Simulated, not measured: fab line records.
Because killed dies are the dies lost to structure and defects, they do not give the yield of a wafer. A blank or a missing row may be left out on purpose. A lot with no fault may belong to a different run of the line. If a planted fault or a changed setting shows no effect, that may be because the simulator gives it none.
What tool caused it?	flow gf180mcu	72 wafers from 24 lots sampled at 6 of the route's 602 steps

WHAT THE GAUGES READ, wafer by wafer
GF_CONTACT_BOW_MEAS_05. Usual: CONTACT_BOW 64 um, standard deviation 6.8.
lot	measured	on	CONTACT_BOW (um)	flag
L074	day 15 05:14	filmMetro-01	52 71 52	
L075	day 15 12:14	filmMetro-01	70 72 78	
L076	day 15 20:38	filmMetro-03	59 58 65	
L077	day 15 23:50	filmMetro-02	72 71 64	
L078	day 16 10:07	filmMetro-01	70 60 64	
L079	day 16 18:10	filmMetro-01	57 63 64	
L080	day 17 01:28	filmMetro-02	73 59 59	
L081	day 17 14:18	filmMetro-02	58 59 52	
L082	day 17 20:58	filmMetro-02	73 61 61	
L083	day 18 05:53	filmMetro-01	68 61 64	
L084	day 18 14:58	filmMetro-01	66 69 67	
L085	day 19 02:47	filmMetro-01	65 66 72	
L086	day 19 09:26	filmMetro-01	72 67 72	
L087	day 19 13:19	filmMetro-01	64 53 77	
L088	day 20 07:45	filmMetro-03	64 62 55	
L089	day 20 20:32	filmMetro-03	62 66 56	
L090	day 21 00:17	filmMetro-03	69 72 59	
L091	day 21 18:22	filmMetro-02	57 66 70	
L092	day 21 23:45	filmMetro-03	69 76 63	
L093	day 22 11:52	filmMetro-03	70 60 72	
L095	day 22 13:47	filmMetro-03	53 63 64	
L094	day 22 14:43	filmMetro-01	56 64 55	
L096	day 23 00:03	filmMetro-01	78 70 65	
L097	day 23 09:49	filmMetro-03	65 62 59	

GF_V2_OVL_MEAS_15. Usual: V2_OVL 0 nm, standard deviation 5.2.
lot	measured	on	V2_OVL (nm)	flag
L074	day 20 08:11	overlay-01	1 8 7	
L075	day 20 15:08	overlay-01	5 1 -2	
L076	day 21 00:51	overlay-01	-3 6 0	
L077	day 21 04:22	overlay-01	-2 6 0	
L078	day 21 13:29	overlay-01	-8 -6 -6	
L079	day 22 00:54	overlay-02	5 7 1	
L080	day 22 06:49	overlay-02	4 0 6	
L081	day 22 18:23	overlay-01	-6 -3 -7	
L082	day 23 02:10	overlay-01	-7 -1 1	
L083	day 23 10:59	overlay-01	13 10 6	
L084	day 23 18:11	overlay-01	8 2 12	
L085	day 24 04:34	overlay-01	-3 -6 -3	
L086	day 24 12:00	overlay-01	3 7 1	
L087	day 24 16:13	overlay-02	-7 -4 -5	
L088	day 25 08:41	overlay-02	-5 -2 1	
L089	day 25 19:30	overlay-02	1 1 10	
L090	day 26 00:06	overlay-01	-6 -4 -4	
L091	day 26 15:08	overlay-01	-2 1 -1	
L092	day 26 21:41	overlay-02	-2 0 -4	
L093	day 27 06:13	overlay-01	-9 -3 -10	
L095	day 27 08:58	overlay-02	3 2 -3	
L094	day 27 09:20	overlay-01	-2 -5 -6	
L096	day 27 19:11	overlay-02	-3 -1 -2	
L097	day 28 02:41	overlay-02	-4 -2 -2	

GF_V2_THK_MEAS_25: measures by xrf. Usual: V2_W_THK 364 nm, standard deviation 5.3.
lot	measured	on	V2_W_THK (nm)	flag
L074	day 20 09:15	filmMetro-02	361 362 361	
L075	day 20 16:12	filmMetro-01	360 359 361	
L076	day 21 01:53	filmMetro-03	363 362 367	
L077	day 21 05:23	filmMetro-03	362 362 364	
L078	day 21 14:31	filmMetro-03	369 367 366	
L079	day 22 01:56	filmMetro-01	364 374 367	
L080	day 22 07:52	filmMetro-03	362 365 366	
L081	day 22 19:25	filmMetro-02	365 367 362	
L082	day 23 03:11	filmMetro-02	367 367 364	
L083	day 23 12:01	filmMetro-02	359 361 362	
L084	day 23 19:18	filmMetro-03	368 372 375	
L085	day 24 05:38	filmMetro-02	365 361 359	
L086	day 24 13:02	filmMetro-01	364 363 362	
L087	day 24 17:16	filmMetro-02	368 369 371	
L088	day 25 09:45	filmMetro-01	371 378 372	
L089	day 25 20:34	filmMetro-03	369 368 363	
L090	day 26 01:08	filmMetro-01	373 367 369	
L091	day 26 16:10	filmMetro-02	364 359 361	
L092	day 26 22:44	filmMetro-02	363 367 373	
L093	day 27 07:17	filmMetro-01	362 356 365	
L095	day 27 10:00	filmMetro-01	366 364 357	
L094	day 27 10:24	filmMetro-02	371 366 369	
L096	day 27 20:13	filmMetro-01	360 364 352	
L097	day 28 03:43	filmMetro-01	360 355 354	

EACH LOT AND THE TOOL THAT RAN IT (in order: tool; ch and the chambers of the sampled wafers; start)
lot	GF_M1_SPUTTER_02	GF_V1_ETCH_16	GF_V2_SPUTTER_22
L074	pvdSputter-03, day 16 03:52	rieDiel-04 ch 2,3, day 18 03:37	pvdSputter-03, day 20 08:58
L075	pvdSputter-01, day 16 11:44	rieDiel-01 ch 0,1,3, day 18 10:41	pvdSputter-02, day 20 15:56
L076	pvdSputter-04, day 16 20:37	rieDiel-02 ch 0,1,3, day 18 20:56	pvdSputter-03, day 21 01:37
L077	pvdSputter-04, day 16 23:35	rieDiel-02 ch 0,2, day 19 00:20	pvdSputter-02, day 21 05:07
L078	pvdSputter-04, day 17 10:30	rieDiel-04 ch 1,3, day 19 10:16	pvdSputter-02, day 21 14:14
L079	pvdSputter-01, day 17 19:14	rieDiel-04 ch 0,1, day 19 21:14	pvdSputter-03, day 22 01:38
L080	pvdSputter-01, day 18 01:47	rieDiel-04 ch 1,2,3, day 20 04:32	pvdSputter-02, day 22 07:35
L081	pvdSputter-03, day 18 14:39	rieDiel-01 ch 0,1,3, day 20 16:40	pvdSputter-03, day 22 19:08
L082	pvdSputter-01, day 18 21:39	rieDiel-01 ch 0,1, day 20 23:51	pvdSputter-03, day 23 02:55
L083	pvdSputter-04, day 19 08:04	rieDiel-04 ch 0,1, day 21 09:47	pvdSputter-03, day 23 11:44
L084	pvdSputter-04, day 19 16:49	rieDiel-02 ch 0,1,3, day 21 17:25	pvdSputter-02, day 23 19:01
L085	pvdSputter-03, day 20 05:10	rieDiel-04 ch 1,2,3, day 22 05:01	pvdSputter-02, day 24 05:22
L086	pvdSputter-03, day 20 10:50	rieDiel-04 ch 0,1, day 22 11:28	pvdSputter-02, day 24 12:46
L087	pvdSputter-01, day 20 15:43	rieDiel-04 ch 0,3, day 22 16:41	pvdSputter-02, day 24 16:59
L088	pvdSputter-01, day 21 08:55	rieDiel-01 ch 0,1, day 23 08:37	pvdSputter-02, day 25 09:29
L089	pvdSputter-03, day 21 21:26	rieDiel-04 ch 1,2,3, day 23 20:41	pvdSputter-04, day 25 20:17
L090	pvdSputter-04, day 22 01:59	rieDiel-04 ch 0,1,3, day 24 00:29	pvdSputter-03, day 26 00:50
L091	pvdSputter-04, day 22 18:44	rieDiel-02 ch 1,2,3, day 24 16:29	pvdSputter-03, day 26 15:53
L092	pvdSputter-03, day 23 00:14	rieDiel-04 ch 1,2, day 24 23:13	pvdSputter-04, day 26 22:26
L093	pvdSputter-01, day 23 11:44	rieDiel-02 ch 1,2,3, day 25 09:01	pvdSputter-03, day 27 07:01
L095	pvdSputter-01, day 23 13:58	rieDiel-04 ch 2,3, day 25 11:56	pvdSputter-04, day 27 09:44
L094	pvdSputter-04, day 23 14:26	rieDiel-01 ch 0,1,2, day 25 11:59	pvdSputter-03, day 27 10:07
L096	pvdSputter-01, day 23 23:43	rieDiel-02 ch 0,2, day 25 21:35	pvdSputter-02, day 27 19:56
L097	pvdSputter-01, day 24 09:38	rieDiel-01 ch 0,2,3, day 26 06:38	pvdSputter-02, day 28 03:26
- GF_M1_SPUTTER_02: material AlCu, target thk 450 nm, time 23.9 s.
- GF_V1_ETCH_16: etches BARC in N2/H2.
- GF_V2_SPUTTER_22: material TiN, target thk 10 nm, time 40 s.

WHAT THE TOOLS THEMSELVES READ (means of the sampled wafers that have a number; where no wafer has one, the mark that the record gives instead)
GF_M1_SPUTTER_02. Usual: 30.1 % for throttleValvePct, sd 0.83.
lot	tool	throttleValvePct (%)	flag
L074	pvdSputter-03	29.2	
L075	pvdSputter-01	30.2	
L076	pvdSputter-04	30.3	
L077	pvdSputter-04	29.5	
L078	pvdSputter-04	30.9	
L079	pvdSputter-01	30.2	
L080	pvdSputter-01	30.1	
L081	pvdSputter-03	29.7	
L082	pvdSputter-01	30.6	
L083	pvdSputter-04	29.7	
L084	pvdSputter-04	30.7	
L085	pvdSputter-03	30.2	
L086	pvdSputter-03	30.1	
L087	pvdSputter-01	30.4	
L088	pvdSputter-01	30.6	
L089	pvdSputter-03	29.9	
L090	pvdSputter-04	29.8	
L091	pvdSputter-04	30.3	
L092	pvdSputter-03	29.6	
L093	pvdSputter-01	30.2	
L095	pvdSputter-01	30.7	
L094	pvdSputter-04	29.8	
L096	pvdSputter-01	30.4	
L097	pvdSputter-01	30.6	

GF_V1_ETCH_16. Usual: chamberPressureMTorr 30.00 mTorr, standard deviation 0.042; drypumpMotorCurrentA 5.9 A, standard deviation 0.39; oesProductAu 0.855 a.u., standard deviation 0.0054; throttleValvePct 13.225 %, standard deviation 0.0093.
lot	tool	chamberPressureMTorr (mTorr)	drypumpMotorCurrentA (A)	oesProductAu (a.u.)	throttleValvePct (%)	flag
L074	rieDiel-04	30.00	5.9	0.854	13.222	
L075	rieDiel-01	29.98	6.0	0.860	13.228	
L076	rieDiel-02	30.01	5.6	0.855	13.225	
L077	rieDiel-02	29.99	6.3	0.861	13.217	
L078	rieDiel-04	30.01	5.8	0.854	13.227	
L079	rieDiel-04	29.99	6.2	0.852	13.213	
L080	rieDiel-04	30.02	5.8	0.849	13.229	
L081	rieDiel-01	29.98	6.0	0.856	13.222	
L082	rieDiel-01	29.97	6.0	0.863	13.219	
L083	rieDiel-04	30.01	6.1	0.852	13.224	
L084	rieDiel-02	29.99	5.7	0.857	13.227	
L085	rieDiel-04	30.01	5.8	0.852	13.228	
L086	rieDiel-04	30.00	6.1	0.849	13.227	
L087	rieDiel-04	30.00	5.7	0.850	13.233	
L088	rieDiel-01	30.02	6.0	0.855	13.233	
L089	rieDiel-04	30.00	5.8	0.852	13.230	
L090	rieDiel-04	30.00	5.9	0.853	13.221	
L091	rieDiel-02	29.99	5.7	0.852	13.221	
L092	rieDiel-04	29.88	6.0	0.857	13.230	
L093	rieDiel-02	29.97	5.7	0.860	13.231	
L095	rieDiel-04	29.99	5.8	0.854	13.222	
L094	rieDiel-01	29.99	5.7	0.850	13.231	
L096	rieDiel-02	29.99	6.3	0.855	13.220	
L097	rieDiel-01	30.01	5.7	0.859	13.228	

GF_V2_SPUTTER_22. Usual: 29.6 % for throttleValvePct, sd 1.1.
lot	tool	throttleValvePct (%)	flag
L074	pvdSputter-03	30.9	
L075	pvdSputter-02	30.0	
L076	pvdSputter-03	30.6	
L077	pvdSputter-02	28.9	
L078	pvdSputter-02	28.6	
L079	pvdSputter-03	29.9	
L080	pvdSputter-02	28.3	
L081	pvdSputter-03	29.7	
L082	pvdSputter-03	29.2	
L083	pvdSputter-03	29.8	
L084	pvdSputter-02	28.9	
L085	pvdSputter-02	29.8	
L086	pvdSputter-02	28.9	
L087	pvdSputter-02	29.5	
L088	pvdSputter-02	28.8	
L089	pvdSputter-04	30.7	
L090	pvdSputter-03	30.2	
L091	pvdSputter-03	29.3	
L092	pvdSputter-04	29.9	
L093	pvdSputter-03	29.3	
L095	pvdSputter-04	30.9	
L094	pvdSputter-03	28.9	
L096	pvdSputter-02	30.3	
L097	pvdSputter-02	30.3	

THE ANSWER, worked out from the rows above alone
Rule: a lot is off if the mean of its wafers that have a number lies more than 3 standard deviations from the usual mean. A lot without any number at a reading at which 4 lots or more have one is off too. The other lots that the step has rows for count as sound. Order of review: gauges by route order, followed by the tools' own readings, for which a lot's mean as printed above is used. The first step at which some lot is off is used, and at that step the reading that is off furthest; a lot without a number counts as furthest.
No lot is off on any of the readings shown, so nothing can be concluded from this.

WHAT THE SIMULATOR HAD INSERTED
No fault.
